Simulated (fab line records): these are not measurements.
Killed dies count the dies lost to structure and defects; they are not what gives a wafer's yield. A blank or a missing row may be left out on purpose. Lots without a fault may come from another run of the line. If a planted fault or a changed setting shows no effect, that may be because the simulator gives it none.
A struck lot beside a sound one || flow sky130 || 28 out of 708 route steps
Sound: the wafers L671.4, L671.5, L671.6. Wafers L659.2, L659.5, L659.6 were the ones struck. At the end, the cause is stated.
At each step with rows: each side's tool, then ch and its chambers, then its first start. Under that, the readings that differ: sound wafers || struck wafers || difference of the means || sigmas: that difference in standard deviations of wafers without a fault.
alike: readings with means less than 2 such deviations apart, plus words and numbers identical on both sides. not compared: withheld readings, readings lacking a value on some wafer, bounds such as >300 that could conceal the same value, and numbers that have no deviation in the record and whose values overlap.
Wherever a step has rows on one side only, a row that says differs or no value, or a row with sigmas, the two part there. When numbers do not overlap yet have no deviation, they are printed without sigmas and do not part them. Lack of a reading on every wafer of one side parts them only where that side has two or more wafers.

first, 1 step without rows for these wafers: SKY_VT_ADJUST_HVTR_IMPLANT_09.
SKY_VT_ADJUST_HVTR_STRIP_10: strips in O2/N2.
  sound on plasmaAsher-04 ch 0,1, day 15 12:34; struck on plasmaAsher-01 ch 0,1, day 11 13:32
{"reading": "drypumpMotorCurrentA (A)", "sound": "6.1 6.1 6.0", "struck": "5.2 5.2 5.3", "difference": -0.8, "sigmas": -2}
  alike: chamberPressureMTorr, oesProductAu, stripTimeToEndpointS
  not compared: rfHoursCounterH
SKY_VT_ADJUST_HVTR_TW_MEAS_11:
  sound: filmMetro-04 at day 15 12:40; struck: filmMetro-04 at day 11 13:39
  alike: VT_ADJUST_HVTR_TW
then, 7 steps without rows for these wafers: SKY_VT_ADJUST_PCH_DEHYDRATE_00 (time 60 s); SKY_VT_ADJUST_PCH_HMDS_01 (prime time 60 s); SKY_VT_ADJUST_PCH_COAT_02 (resist thk 3000 nm); SKY_VT_ADJUST_PCH_SOFTBAKE_03; SKY_VT_ADJUST_PCH_EXPOSE_04 (exposes mask NWM, target cd 840 nm); SKY_VT_ADJUST_PCH_PEB_05; SKY_VT_ADJUST_PCH_DEVELOP_06 (develop time 60 s).
SKY_VT_ADJUST_PCH_OVL_MEAS_07:
  sound: overlay-02 at day 16 16:29; struck: overlay-01 at day 12 14:32
  alike: VT_ADJUST_PCH_OVL
following that, these wafers have no rows for 1 step: SKY_VT_ADJUST_PCH_IMPLANT_08.
SKY_VT_ADJUST_PCH_STRIP_09: strips in O2/N2.
  sound on plasmaAsher-02 ch 0,1, day 16 16:41; struck on plasmaAsher-01 ch 0,1, day 12 14:47
  no value came back on the struck wafers for chamberPressureMTorr (mTorr), drypumpMotorCurrentA (A), oesProductAu (a.u.), stripTimeToEndpointS (s); on the sound wafers chamberPressureMTorr (mTorr) reads 1500.4 1499.5 1499.4
{"reading": "model.coat_of_VT_ADJUST_PCH_COAT_02.thkNm (nm)", "sound": "0 0 0", "struck": "2997 2992 2984", "difference": "+2991", "sigmas": ""}
  not compared: rfHoursCounterH
SKY_VT_ADJUST_PCH_TW_MEAS_10:
  sound: filmMetro-04 at day 16 16:47; struck: filmMetro-04 at day 12 14:53
  alike: VT_ADJUST_PCH_TW
then, 7 steps without rows for these wafers: SKY_SONOS_TUNNEL_DEHYDRATE_00 (time 60 s); SKY_SONOS_TUNNEL_HMDS_01 (prime time 60 s); SKY_SONOS_TUNNEL_COAT_02 (resist thk 1140 nm); SKY_SONOS_TUNNEL_SOFTBAKE_03 (time 60 s); SKY_SONOS_TUNNEL_EXPOSE_04 (exposes mask TUNM, target cd 410 nm); SKY_SONOS_TUNNEL_PEB_05; SKY_SONOS_TUNNEL_DEVELOP_06 (develop time 60 s).
SKY_SONOS_TUNNEL_CD_MEAS_07 targets a cd of 410 nm.
  sound: cdSem-01 at day 17 20:44; struck: cdSem-01 at day 13 16:14
  alike: cdNm
SKY_SONOS_TUNNEL_OVL_MEAS_08:
  sound: overlay-02 at day 17 20:49; struck: overlay-01 at day 13 16:20
  alike: SONOS_TUNNEL_OVL
then, 2 steps without rows for these wafers: SKY_SONOS_TUNNEL_IMPLANT_09; SKY_SONOS_TUNNEL_WET_ETCH_10 (etches SiO2 in dHF, target depth 14 nm, time 280 s).
SKY_SONOS_TUNNEL_STRIP_11: strips in SPM, time 600 s.
  sound on wetBench-04 ch 0, day 17 21:04; struck on wetBench-02 ch 2, day 13 16:56
{"reading": "bathGuardTempC (C)", "sound": "130.1 130.2 130.0", "struck": "129.3 129.1 129.3", "difference": -0.9, "sigmas": -2}
{"reading": "bathHeatDutyPct (%)", "sound": "18.7 16.7 18.1", "struck": "11.8 13.2 11.5", "difference": -5.7, "sigmas": -3}
{"reading": "model.NOVOLAK_of_SONOS_TUNNEL_COAT_02.thkNm (nm)", "sound": "0 0 0", "struck": "1137 1135 1136", "difference": "+1136", "sigmas": ""}
  alike: tempC
SKY_SONOS_TUNNEL_TW_MEAS_12:
  sound: filmMetro-02 at day 17 21:17; struck: filmMetro-02 at day 13 17:07
{"reading": "SONOS_TUNNEL_TW", "sound": "196.1 195.6 196.4", "struck": "30.1 30.1 29.9", "difference": -166.0, "sigmas": "-99 or more"}
then, 1 step without rows for these wafers: SKY_SONOS_TUNNEL_CLEAN_13 (cleans in dHF, time 20 s).

== WHERE THEY PART ==
At SKY_VT_ADJUST_HVTR_STRIP_10 first; at SKY_SONOS_TUNNEL_TW_MEAS_12 last (within this record only).

WHY: the cause the simulator had injected
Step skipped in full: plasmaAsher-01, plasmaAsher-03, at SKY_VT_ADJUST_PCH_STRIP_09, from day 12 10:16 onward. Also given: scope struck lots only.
